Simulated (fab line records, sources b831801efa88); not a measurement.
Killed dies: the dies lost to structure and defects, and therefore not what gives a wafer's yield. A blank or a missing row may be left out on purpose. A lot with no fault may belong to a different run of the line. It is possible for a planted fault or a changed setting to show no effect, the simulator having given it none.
fab line records	flow sky130
record: lots: 5	wafers: 14	lastDay: 50
route steps=708 shown CAPM@545 METAL3@555 PAD_OPEN@708
lots that met no fault: from a run of the same line without faults
startH: start of the lot's first displayed wafer, in hours after the record's first day	waitH: hours from the lot's prior step to this one	" identical to the entry in the row above	L1.1+2: one row covering several wafers at once	- either no value or no given start	* or withheld: withheld	< > ~ a bound
route shown NAME@n: a module of which the file shows steps, and the number in the route of the first	usual: mean/standard deviation taken from wafers without a fault	same: alike in all rows	chamber/n: place in a boat	sites: per-site readings	_std_site: standard deviation across them	_edge_site: inner sites' mean taken away from outer sites' mean	radiusMm: how far each site lies from the wafer's centre	mask NAME#n: copy n	behind: tool/chamber where the wafer was last shaped	hold: why the lot went on hold/how many hours it stayed there/how the hold came to an end	device: whichever transistor did not switch (one of n, p or np)	end of line: at the end of the route, the tests of the same wafers	a step without rows: its recipe alone	killed: not the wafer's yield, but the dies lost to structure and defects at the first sort	map: dies across one wafer; x = killed, . = not, _ = none there
set.NAME: the run value of the setting; set.NAME@STEP: its run value at that earlier step	model.NAME: the simulator's own value behind a step, which no gauge read
a table for each step, a row for each wafer; lots at some steps of the route
services: a tool's chamber out of use, with start hour (startH, from the record's first day; less than 0 if before it), hours out, and reason
== steps ==
step: SKY_CAPM_SOFTBAKE_08
recipe: tempC: 90	timeS: 60	resist: NOVOLAK
step: SKY_CAPM_EXPOSE_09
recipe: maskId: CAPM	na: 0.6	sourceShape: conventional	sigmaOuter: 0.6	polarization: unpolarized	targetCdNm: 1000	doseMj: 159
step: SKY_CAPM_PEB_10
recipe: tempC: withheld	timeS: *	resist: NOVOLAK
step: SKY_CAPM_DEVELOP_11
recipe: resist: NOVOLAK	developer: TMAH	developTimeS: 60	devTempC: 23
step: SKY_CAPM_OVL_MEAS_12
usual: CAPM_OVL: 0.3/1.5
lot.wafer	tool	chamber	startH	waitH	CAPM_OVL[nm]
L310.1	overlay-01	-	938.98	0.1	0.4
L310.4	"	-	"	"	-1.1
L310.5	"	-	"	"	-1.4
L311.1	overlay-01	-	944.73	0.1	-0.7
L311.3	"	-	"	"	-0.8
L311.5	"	-	"	"	-0.1
L320.2	overlay-01	-	1008.49	0.1	0.1
L320.6	"	-	"	"	0.5
L324.1	overlay-02	-	1027.81	0.1	1.0
L324.3	"	-	"	"	-0.4
L324.5	"	-	"	"	-0.2
L325.2	overlay-02	-	1030.39	0.1	1.5
L325.4	"	-	"	"	1.0
L325.5	"	-	"	"	-1.2
step: SKY_CAPM_METAL_ETCH_13
recipe: targetDepthNm: 220	stopOn: SiO2	chemistry: Cl2/BCl3	target: TiN	pressureMtorr: 10	icpW: 900	biasW: 48.5	Cl2_flow_sccm: 60	bcl3FlowSccm: 30	timeS: 62.9
usual: biasW: 48.50/0.14	drypumpMotorCurrentA: 5.7/0.58	oesProductAu: 0.943/0.0072	throttleValvePct: 21.901/0.01
lot.wafer	tool	chamber	startH	waitH	biasW	drypumpMotorCurrentA	oesProductAu	rfHoursCounterH	throttleValvePct
L310.1	rieMetal-02	1	939.02	0.0	48.68	6.1	0.934	14	21.899
L310.4	"	0	"	"	48.54	6.0	0.947	-	21.884
L310.5	"	0	"	"	48.35	5.9	0.931	-	21.916
L311.1	rieMetal-01	0	944.77	0.0	48.49	5.8	0.949	11	21.903
L311.3	"	0	"	"	48.34	5.8	0.943	-	21.887
L311.5	"	1	"	"	48.36	5.0	0.941	-	21.896
L320.2	rieMetal-04	0	1008.52	0.0	48.44	6.6	0.946	17	21.888
L320.6	"	1	"	"	48.38	4.9	0.945	-	21.904
L324.1	rieMetal-02	0	1027.84	0.0	48.26	6.0	0.960	9	21.898
L324.3	"	1	"	"	48.42	6.1	0.959	-	21.885
L324.5	"	0	"	"	48.29	6.0	0.950	-	21.899
L325.2	rieMetal-01	1	1030.42	0.0	48.22	5.0	0.940	13	21.896
L325.4	"	1	"	"	48.25	5.0	0.944	-	21.896
L325.5	"	0	"	"	48.48	5.8	0.942	-	21.883
step: SKY_CAPM_STRIP_14
recipe: chemistry: O2/N2	powerW: 1400	pressureMtorr: 1500	platenTempC: withheld	o2FlowSccm: 3000	n2FlowSccm: 300	overashFraction: 0.5
usual: drypumpMotorCurrentA: 5.49/0.28	oesProductAu: 0.711/0.0045	stripTimeToEndpointS: 12.66/0.046
lot.wafer	tool	chamber	startH	waitH	drypumpMotorCurrentA	oesProductAu	rfHoursCounterH	stripTimeToEndpointS
L310.1	plasmaAsher-02	0	939.09	0.1	5.88	0.706	51	12.63
L310.4	"	1	"	"	5.10	0.709	-	12.66
L310.5	"	0	"	"	5.88	0.708	-	12.68
L311.1	plasmaAsher-02	0	944.84	0.1	5.90	0.707	51	12.51
L311.3	"	0	"	"	5.86	0.711	-	12.57
L311.5	"	0	"	"	5.87	0.710	-	12.64
L320.2	plasmaAsher-01	0	1008.59	0.1	5.31	0.706	119	12.68
L320.6	"	0	"	"	5.31	0.709	-	12.65
L324.1	plasmaAsher-02	1	1027.92	0.1	5.07	0.714	60	12.81
L324.3	"	1	"	"	5.10	0.709	-	12.67
L324.5	"	1	"	"	5.07	0.705	-	12.79
L325.2	plasmaAsher-01	0	1030.49	0.1	5.31	0.711	121	12.63
L325.4	"	1	"	"	5.56	0.713	-	12.61
L325.5	"	1	"	"	5.54	0.708	-	12.67
step: SKY_CAPM_STRIP_15
recipe: chemistry: postEtchResidueRemover	timeS: 1200	tempC: 72.5
step: SKY_CAPM_CLEAN_16
recipe: chemistry: IPA	timeS: 180	tempC: 25
step: SKY_CAPM_CLEAN_17
recipe: chemistry: O3/DIW	dry: n2Spin
step: SKY_METAL3_DEHYDRATE_05
recipe: tempC: 200	timeS: 60
step: SKY_METAL3_HMDS_06
recipe: primeTimeS: 60	primeTempC: 120
step: SKY_METAL3_COAT_07
recipe: resist: BARC	tempC: withheld	timeS: withheld	spinRpm: 3000	resistThkNm: 60
usual: resistLineTempC: *
lot.wafer	tool	chamber	startH	waitH	resistLineTempC
L310.1	lithoTrack-01	0	950.86	0.1	*
L310.4	"	0	"	"	*
L310.5	"	0	"	"	*
L311.1	lithoTrack-04	0	957.04	0.1	*
L311.3	"	0	"	"	*
L311.5	"	0	"	"	*
L320.2	lithoTrack-01	0	1020.03	0.1	*
L320.6	"	0	"	"	*
L324.1	lithoTrack-03	0	1038.98	0.1	*
L324.3	"	0	"	"	*
L324.5	"	0	"	"	*
L325.2	lithoTrack-04	0	1041.82	0.1	*
L325.4	"	0	"	"	*
L325.5	"	0	"	"	*
step: SKY_METAL3_COAT_08
recipe: resist: KrF-thick	spinRpm: 3000	resistThkNm: 1140
step: SKY_METAL3_SOFTBAKE_09
recipe: tempC: 100	timeS: 90	resist: KrF-thick
step: SKY_METAL3_EXPOSE_10
recipe: maskId: MM3	na: 0.68	sourceShape: annular	sigmaInner: 0.4	sigmaOuter: 0.8	targetCdNm: 300	doseMj: 28
step: SKY_METAL3_PEB_11
recipe: pebTempC: withheld	pebTimeS: withheld	resist: KrF-thick
step: SKY_METAL3_DEVELOP_12
recipe: developTimeS: 60	resist: KrF-thick	devTempC: 21
step: SKY_METAL3_CD_MEAS_13
recipe: targetCdNm: 300
usual: cdNm: 300.0/1.5
lot.wafer	tool	chamber	startH	waitH	cdNm
L310.1	cdSem-01	-	963.59	-	299.2
L310.4	"	-	"	"	300.0
L310.5	"	-	"	"	299.8
L311.1	cdSem-02	-	969.29	-	298.4
L311.3	"	-	"	"	299.6
L311.5	"	-	"	"	299.1
L320.2	cdSem-02	-	1031.66	-	301.1
L320.6	"	-	"	"	302.3
L324.1	cdSem-01	-	1050.41	-	297.6
L324.3	"	-	"	"	299.2
L324.5	"	-	"	"	299.8
L325.2	cdSem-02	-	1053.15	-	300.2
L325.4	"	-	"	"	300.4
L325.5	"	-	"	"	299.8
step: SKY_METAL3_OVL_MEAS_14
usual: METAL3_OVL: -2/5.3
lot.wafer	tool	chamber	startH	waitH	METAL3_OVL[nm]
L310.1	overlay-01	-	963.71	0.1	2
L310.4	"	-	"	"	1
L310.5	"	-	"	"	-2
L311.1	overlay-01	-	969.41	0.1	1
L311.3	"	-	"	"	-3
L311.5	"	-	"	"	2
L320.2	overlay-02	-	1031.77	0.1	-7
L320.6	"	-	"	"	-2
L324.1	overlay-02	-	1050.53	0.1	1
L324.3	"	-	"	"	-4
L324.5	"	-	"	"	-2
L325.2	overlay-01	-	1053.26	0.1	1
L325.4	"	-	"	"	5
L325.5	"	-	"	"	-1
step: SKY_METAL3_DESCUM_15
recipe: chemistry: O2	sourcePowerW: 150	biasPowerW: 0	pressureMtorr: 10	tempC: 40	timeS: 8
usual: drypumpMotorCurrentA: 5.8/0.47	oesProductAu: 1.001/0.0093
lot.wafer	tool	chamber	startH	waitH	drypumpMotorCurrentA	oesProductAu	rfHoursCounterH
L310.1	rieMetal-04	1	963.75	0.0	4.9	1.010	18
L310.4	"	0	"	"	6.6	0.981	-
L310.5	"	0	"	"	6.5	0.995	-
L311.1	rieMetal-02	0	969.45	0.0	6.0	0.990	6
L311.3	"	0	"	"	6.0	0.990	-
L311.5	"	1	"	"	6.1	1.000	-
L320.2	rieMetal-04	1	1031.80	0.0	4.9	1.003	22
L320.6	"	0	"	"	6.6	0.998	-
L324.1	rieMetal-03	1	1050.57	0.0	5.4	1.002	22
L324.3	"	0	"	"	5.9	0.999	-
L324.5	"	1	"	"	5.4	1.001	-
L325.2	rieMetal-04	0	1053.30	0.0	6.5	0.994	-
L325.4	"	0	"	"	6.6	0.994	-
L325.5	"	0	"	"	6.5	0.996	-
step: SKY_METAL3_ETCH_16
recipe: chemistry: N2/H2	target: BARC	ionEnergyEv: 200	biasW: 100	pressureMtorr: 30	n2FlowSccm: 100	h2FlowSccm: 200	icpW: 500	stopOn: SiO2	timeS: 88.2	targetDepthA: 600
usual: biasW: 100.0/0.31	drypumpMotorCurrentA: 5.8/0.47	oesProductAu: 0.626/0.0052	throttleValvePct: 13.205/0.01
lot.wafer	tool	chamber	startH	waitH	biasW	drypumpMotorCurrentA	oesProductAu	rfHoursCounterH	throttleValvePct	model.etch.depthNm
L310.1	rieMetal-04	1	963.78	0.0	100.1	4.9	0.625	18	13.235	60.05
L310.4	"	0	"	"	99.9	6.6	0.618	-	13.207	59.88
L310.5	"	0	"	"	100.4	6.6	0.631	-	13.212	60.15
L311.1	rieMetal-02	0	969.48	0.0	99.1	6.0	0.628	6	13.210	59.87
L311.3	"	0	"	"	100.0	6.1	0.629	-	13.201	59.73
L311.5	"	1	"	"	99.2	6.2	0.638	-	13.223	59.9
L320.2	rieMetal-04	1	1031.83	0.0	99.8	4.9	0.629	22	13.191	59.9
L320.6	"	0	"	"	99.8	6.6	0.599	-	13.209	56.6
L324.1	rieMetal-03	1	1050.60	0.0	100.0	5.4	0.636	22	13.217	59.61
L324.3	"	0	"	"	100.0	5.9	0.633	-	13.207	59.81
L324.5	"	1	"	"	100.1	5.4	0.626	-	13.198	59.76
L325.2	rieMetal-04	0	1053.38	0.1	100.5	6.5	0.624	-	13.206	60.09
L325.4	"	0	"	"	100.0	6.5	0.627	-	13.200	60.09
L325.5	"	0	"	"	99.9	6.5	0.628	-	13.193	60.03
step: SKY_METAL3_ETCH_17
recipe: target: SiO2	stopOn: TiN	chemistry: C4F8/O2/Ar	sourceW: 1500	biasW: 1200	pressureMtorr: 40	c4f8FlowSccm: withheld	O2_flow_sccm: 6	Ar_flow_sccm: 300	timeS: 3.9	targetDepthA: 150
usual: biasW: 1200/3.3	oesProductAu: 0.754/0.0068
lot.wafer	tool	chamber	startH	waitH	biasW	oesProductAu	rfHoursCounterH
L310.1	rieDiel-04	1	963.88	0.1	1204	0.746	15
L310.4	"	3	"	"	1199	0.764	27
L310.5	"	3	"	"	1202	0.758	-
L311.1	rieDiel-01	2	969.58	0.1	1202	0.754	7
L311.3	"	1	"	"	1210	0.746	1
L311.5	"	0	"	"	1200	0.763	-
L320.2	rieDiel-02	0	1031.93	0.1	1202	0.747	10
L320.6	"	2	"	"	1203	0.750	-
L324.1	rieDiel-01	3	1050.70	0.1	1193	0.748	16
L324.3	"	1	"	"	1198	0.749	3
L324.5	"	3	"	"	1199	0.754	-
L325.2	rieDiel-04	3	1053.55	0.1	1196	0.744	30
L325.4	"	2	"	"	1203	0.763	12
L325.5	"	2	"	"	1197	0.756	-
step: SKY_PAD_OPEN_PROBE_99
usual: defectLimitedYield: 82.0/1.9	killed_at_M0_to_M3: 45/6.9	killed_at_M4_up: 3.0/1.7	killedAtContacts: 25/5.6	killedAtFrontEnd: 15/4.2	killedAtOther: 0.3/0.55	killedDies: 89/9.6	killedOpen: 49/7.2	killedShort: 39/6.5	sort_bin_3_pad_short: 0.9/0.44	sort_bin_5_function: 10.7/1.4	sort_bin_6_memory: 6.4/1.3	sortNPass: 403/9.6	sortYieldPct: 82.0/1.9
same: grossDies: 492	killedAtBackSide: 0	sort_bin_4_leakage[%]: 0	sort_bin_8_speed[%]: 0
lot.wafer	tool	chamber	startH	waitH	defectLimitedYield[%]	killed_at_M0_to_M3	killed_at_M4_up	killedAtContacts	killedAtFrontEnd	killedAtOther	killedDies	killedOpen	killedShort	sort_bin_3_pad_short[%]	sort_bin_5_function[%]	sort_bin_6_memory[%]	sortNPass	sortYieldPct[%]
L310.1	prober-02	-	1127.09	0.1	82.1	44	6	26	12	0	88	40	48	1.2	11.6	5.1	404	82.1
L310.4	prober-02	-	1127.24	0.2	80.5	50	2	29	14	1	96	57	39	0	11.0	8.5	396	80.5
L310.5	prober-02	-	1127.29	0.2	84.1	40	2	24	12	0	78	39	39	0.2	9.3	6.3	414	84.1
L320.6	prober-01	-	1178.73	0.2	83.1	39	2	19	23	0	83	37	46	1.4	11.8	3.7	409	83.1
killed by level:class
L310.1 VIA2:geometricParticle:open=10 VIA1:geometricParticle:open=9 LOCAL_INTERCONNECT:geometricParticle:short=8 VIA1:geometricParticle:short=6 LI_CONTACT:geometricParticle:open=5 CONTACT:geometricParticle:open=5 METAL4:geometricParticle:short=5 METAL2:geometricParticle:short=5
L310.4 CONTACT:geometricParticle:open=11 VIA1:geometricParticle:open=10 VIA3:geometricParticle:open=10 VIA2:geometricParticle:open=9 LI_CONTACT:geometricParticle:open=8 VIA1:geometricParticle:short=6 CONTACT:geometricParticle:short=5 METAL1:geometricParticle:short=5
L310.5 VIA3:geometricParticle:open=8 LOCAL_INTERCONNECT:geometricParticle:short=7 CONTACT:geometricParticle:open=7 VIA1:geometricParticle:open=7 METAL2:geometricParticle:short=6 FIELD_ISO:geometricParticle:short=5 LI_CONTACT:geometricParticle:open=5 CONTACT:geometricParticle:short=5
L320.6 POLY_GATE:geometricParticle:short=11 VIA3:geometricParticle:open=8 VIA1:geometricParticle:open=8 CONTACT:geometricParticle:short=6 VIA2:geometricParticle:open=5 LI_CONTACT:geometricParticle:open=5 VIA1:geometricParticle:short=5 CONTACT:geometricParticle:open=4
== services ==
tool	chamber	startH	hours	kind
rieDiel-01	1	920.81	-	clean
rieDiel-01	1	920.81	22.5	scheduledDown
rieDiel-01	1	920.81	22.5	ventCycle
rieMetal-04	0	939.56	8.2	repair
rieDiel-04	2	971.29	7.3	repair
rieMetal-04	1	1040.90	-	clean
rieMetal-04	1	1040.90	23.1	scheduledDown
rieMetal-04	1	1040.90	23.1	ventCycle
rieMetal-02	0	1041.33	1.7	repair
lithoTrack-03	-	1052.61	-	consumableReplace:filter
== key ==
firstSign: step: SKY_METAL3_ETCH_16	reading: oesProductAu	direction: down	sigmas: 5.2	usual: 0.626	struck: 0.599
effect none on later readings
modelEffect: step: SKY_METAL3_ETCH_16	value: etch.depthNm	without: 59.75	struck: 56.6
metAt SKY_METAL3_COAT_07
struckWafers L320.6
onsetBetween 950.86 1020.03
fault: kind: processParameterDrift	tool: lithoTrack-01	chamber: -	onsetH: 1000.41	steps: SKY_METAL3_COAT_07	channel: resistThkNm	offset: -3.1571	shape: step	endH: 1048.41	scope: struckWafersOnly	actsIn: theseRecipesOnly	stated: 60
